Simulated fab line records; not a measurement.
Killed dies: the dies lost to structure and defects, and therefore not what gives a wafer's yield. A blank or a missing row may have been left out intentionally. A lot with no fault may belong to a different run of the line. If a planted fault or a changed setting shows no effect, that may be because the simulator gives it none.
What tool caused it? | flow sky130 | 11 lots, 33 wafers sampled, at 7 steps of a route of 708

## WHAT THE GAUGES READ, wafer by wafer
SKY_SD_P_TW_MEAS_11.
lot  | measured     | on            | SD_P_TW
L906 | day 26 14:53 | film-metro-03 | 2840 2836 2856
L910 | day 28 18:28 | film-metro-02 | 2828 2813 2814
L915 | day 29 06:07 | film-metro-02 | 2790 2789 2786
L916 | day 29 08:55 | film-metro-04 | 2877 2864 2865
L918 | day 29 22:32 | film-metro-02 | 2789 2796 2800
L919 | day 30 11:41 | film-metro-02 | 2685 2690 2684
L920 | day 30 14:40 | film-metro-02 | 2794 2787 2783
L921 | day 31 04:37 | film-metro-03 | 2735 2736 2738
L922 | day 31 10:05 | film-metro-02 | 2712 2702 2705
L923 | day 31 14:38 | film-metro-04 | 2852 2855 2858
L928 | day 33 08:02 | film-metro-03 | 2858 2856 2845

SKY_SD_N_RS_MEAS_17: measures by four-point-probe.
lot  | measured     | on            | SD_P_RS (ohm/sq)
L906 | day 29 01:47 | film-metro-02 | 147.0 146.5 146.8
L910 | day 31 04:19 | film-metro-04 | 146.7 147.3 147.6
L915 | day 31 15:30 | film-metro-03 | 147.4 147.4 147.0
L916 | day 31 18:11 | film-metro-03 | 146.8 147.4 146.7
L918 | day 32 06:32 | film-metro-02 | 147.2 147.1 146.7
L919 | day 32 19:38 | film-metro-03 | 150.5 150.9 150.8
L920 | day 32 21:24 | film-metro-04 | 146.7 146.7 147.2
L921 | day 33 11:37 | film-metro-03 | 150.7 150.0 149.9
L922 | day 33 16:55 | film-metro-02 | 149.6 150.4 149.6
L923 | day 33 20:43 | film-metro-02 | 146.8 146.9 146.8
L928 | day 35 13:32 | film-metro-02 | 147.0 147.6 147.1

SKY_METAL2_CD_MEAS_15: target cd 140 nm.
lot  | measured     | on        | cd-nm (nm)
L906 | day 36 06:24 | cd-sem-02 | 139.9 139.9 140.0
L910 | day 38 04:18 | cd-sem-01 | 137.2 138.7 136.5
L915 | day 38 13:26 | cd-sem-01 | 142.8 143.4 142.8
L916 | day 38 17:25 | cd-sem-01 | 138.3 137.0 136.6
L918 | day 39 03:59 | cd-sem-01 | 140.7 140.7 138.9
L919 | day 39 16:05 | cd-sem-02 | 140.7 139.7 139.8
L920 | day 39 17:47 | cd-sem-02 | 141.5 141.5 142.2
L921 | day 40 07:40 | cd-sem-02 | 141.7 140.8 142.3
L922 | day 40 11:28 | cd-sem-02 | 137.9 139.1 139.9
L923 | day 40 15:16 | cd-sem-01 | 139.3 139.4 139.6
L928 | day 42 04:29 | cd-sem-02 | 140.5 142.6 142.0

## TOOL THAT RAN EACH LOT (tool first, then ch and the chambers of the sampled wafers, then the start)
lot  | SKY_SD_P_IMPLANT_09             | SKY_SD_P_STRIP_10                    | SKY_VIA1_STRIP_16                    | SKY_METAL2_SPUTTER_00
L906 | implanter-04 ch 0, day 26 14:38 | plasma-asher-04 ch 0,1, day 26 14:47 | plasma-asher-04 ch 0,1, day 35 02:27 | pvd-sputter-02, day 35 03:41
L910 | implanter-03 ch 0, day 28 18:13 | plasma-asher-04 ch 0,1, day 28 18:22 | plasma-asher-04 ch 0,1, day 37 01:25 | pvd-sputter-01, day 37 02:41
L915 | implanter-04 ch 0, day 29 05:53 | plasma-asher-03 ch 0,1, day 29 06:01 | plasma-asher-04 ch 0,1, day 37 10:19 | pvd-sputter-02, day 37 11:32
L916 | implanter-03 ch 0, day 29 08:40 | plasma-asher-01 ch 0,1, day 29 08:49 | plasma-asher-04 ch 0,1, day 37 14:04 | pvd-sputter-04, day 37 15:23
L918 | implanter-02 ch 0, day 29 22:18 | plasma-asher-03 ch 0,1, day 29 22:25 | plasma-asher-02 ch 0,1, day 38 01:13 | pvd-sputter-04, day 38 02:32
L919 | implanter-03 ch 0, day 30 11:27 | plasma-asher-04 ch 0,1, day 30 11:34 | plasma-asher-01 ch 0,1, day 38 13:55 | pvd-sputter-01, day 38 15:08
L920 | implanter-02 ch 0, day 30 14:26 | plasma-asher-01 ch 0,1, day 30 14:34 | plasma-asher-04 ch 0,1, day 38 15:43 | pvd-sputter-01, day 38 16:56
L921 | implanter-03 ch 0, day 31 04:22 | plasma-asher-04 ch 0,1, day 31 04:31 | plasma-asher-02 ch 0,1, day 39 05:45 | pvd-sputter-04, day 39 07:12
L922 | implanter-03 ch 0, day 31 09:50 | plasma-asher-03 ch 0,1, day 31 09:59 | plasma-asher-04 ch 1, day 39 10:24   | pvd-sputter-04, day 39 11:40
L923 | implanter-02 ch 0, day 31 14:23 | plasma-asher-03 ch 0,1, day 31 14:32 | plasma-asher-04 ch 0,1, day 39 13:34 | pvd-sputter-01, day 39 14:47
L928 | implanter-04 ch 0, day 33 07:48 | plasma-asher-01 ch 1, day 33 07:56   | plasma-asher-02 ch 0, day 41 02:49   | pvd-sputter-01, day 41 04:10
- SKY_SD_P_IMPLANT_09
- SKY_SD_P_STRIP_10: strips in O2/N2.
- SKY_VIA1_STRIP_16: strips in O2/N2.
- SKY_METAL2_SPUTTER_00: material Ti, target thk 15 nm, time 10 s.

## AS READ BY THE TOOLS THEMSELVES (means over the sampled wafers that have a number; for cases with no such wafer, the mark the record gives instead)
SKY_SD_P_STRIP_10.
lot  | tool            | drypump-motor-current-A (A) | oes-product-au (a.u.) | strip-time-to-endpoint-s (s)
L906 | plasma-asher-04 | 5.8                         | 0.618                 | 17.47
L910 | plasma-asher-04 | 6.0                         | 0.621                 | 17.50
L915 | plasma-asher-03 | 5.5                         | 0.614                 | 17.50
L916 | plasma-asher-01 | 6.1                         | 0.619                 | 17.45
L918 | plasma-asher-03 | 5.6                         | 0.615                 | 17.55
L919 | plasma-asher-04 | 6.0                         | 0.628                 | 17.07
L920 | plasma-asher-01 | 6.2                         | 0.616                 | 17.48
L921 | plasma-asher-04 | 6.0                         | 0.627                 | 17.07
L922 | plasma-asher-03 | 5.5                         | 0.625                 | 17.14
L923 | plasma-asher-03 | 5.6                         | 0.620                 | 17.48
L928 | plasma-asher-01 | 6.3                         | 0.621                 | 17.47

SKY_VIA1_STRIP_16.
lot  | tool            | drypump-motor-current-A (A) | oes-product-au (a.u.) | strip-time-to-endpoint-s (s)
L906 | plasma-asher-04 | 5.99                        | 0.420                 | 4.45
L910 | plasma-asher-04 | 5.98                        | 0.417                 | 4.47
L915 | plasma-asher-04 | 5.77                        | 0.413                 | 4.43
L916 | plasma-asher-04 | 6.00                        | 0.413                 | 4.47
L918 | plasma-asher-02 | 5.72                        | 0.412                 | 4.46
L919 | plasma-asher-01 | 6.20                        | 0.409                 | 4.43
L920 | plasma-asher-04 | 5.79                        | 0.415                 | 4.46
L921 | plasma-asher-02 | 5.68                        | 0.417                 | 4.46
L922 | plasma-asher-04 | 6.17                        | 0.412                 | 4.45
L923 | plasma-asher-04 | 5.78                        | 0.412                 | 4.48
L928 | plasma-asher-02 | 5.62                        | 0.414                 | 4.47

SKY_METAL2_SPUTTER_00.
lot  | tool           | throttle-valve-pct (%)
L906 | pvd-sputter-02 | 30.2
L910 | pvd-sputter-01 | 30.2
L915 | pvd-sputter-02 | 30.0
L916 | pvd-sputter-04 | 30.8
L918 | pvd-sputter-04 | 31.2
L919 | pvd-sputter-01 | 30.0
L920 | pvd-sputter-01 | 30.1
L921 | pvd-sputter-04 | 30.8
L922 | pvd-sputter-04 | 30.1
L923 | pvd-sputter-01 | 29.4
L928 | pvd-sputter-01 | 31.3

## THE ANSWER, worked out from the rows above alone
Rule: the lots themselves supply what counts as usual. Put in order of their means at a reading, lots are off if they are a third of the lots or fewer, leave a main group of 4 or more, and stand apart from it by a gap of 3 or more times the standard deviation of the main group's means; of several such gaps the widest counts. Not used: any main group whose means are identical at the precision the tables above print for the reading. Also off: a lot with no number at a reading for which 4 or more lots have one. The other lots that the step has rows for count as sound. After the gauges, taken in route order, come the tools' own readings; for these a lot's mean is taken, as printed above. At the first step where some lot is off, the reading lying furthest off is the one used; lots without a number count as furthest.
Off: L919, L921, L922, at SKY_SD_N_RS_MEAS_17 (SD_P_RS). The main group: mean 147.0 ohm/sq, standard deviation 0.18.
A tool fits if, at a process step before that reading, it ran every lot that is off, and no sound lot after the first of them. The gauges at SKY_SD_N_RS_MEAS_17 aren't tried: what is off there is off at SKY_SD_P_STRIP_10 too, on other tools, and a gauge's error can't cause that. One fits: SKY_SD_P_IMPLANT_09 on implanter-03. A fault onset in the window from L916 (day 29 08:40, its last sound lot) to L919 (day 30 11:27, its first lot off) fits.

## WHAT THE SIMULATOR HAD INSERTED
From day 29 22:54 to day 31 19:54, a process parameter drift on implanter-03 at SKY_SD_P_IMPLANT_09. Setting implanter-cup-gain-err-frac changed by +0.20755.
Struck lots among those shown: L919, L921, L922. The rule above found the same.
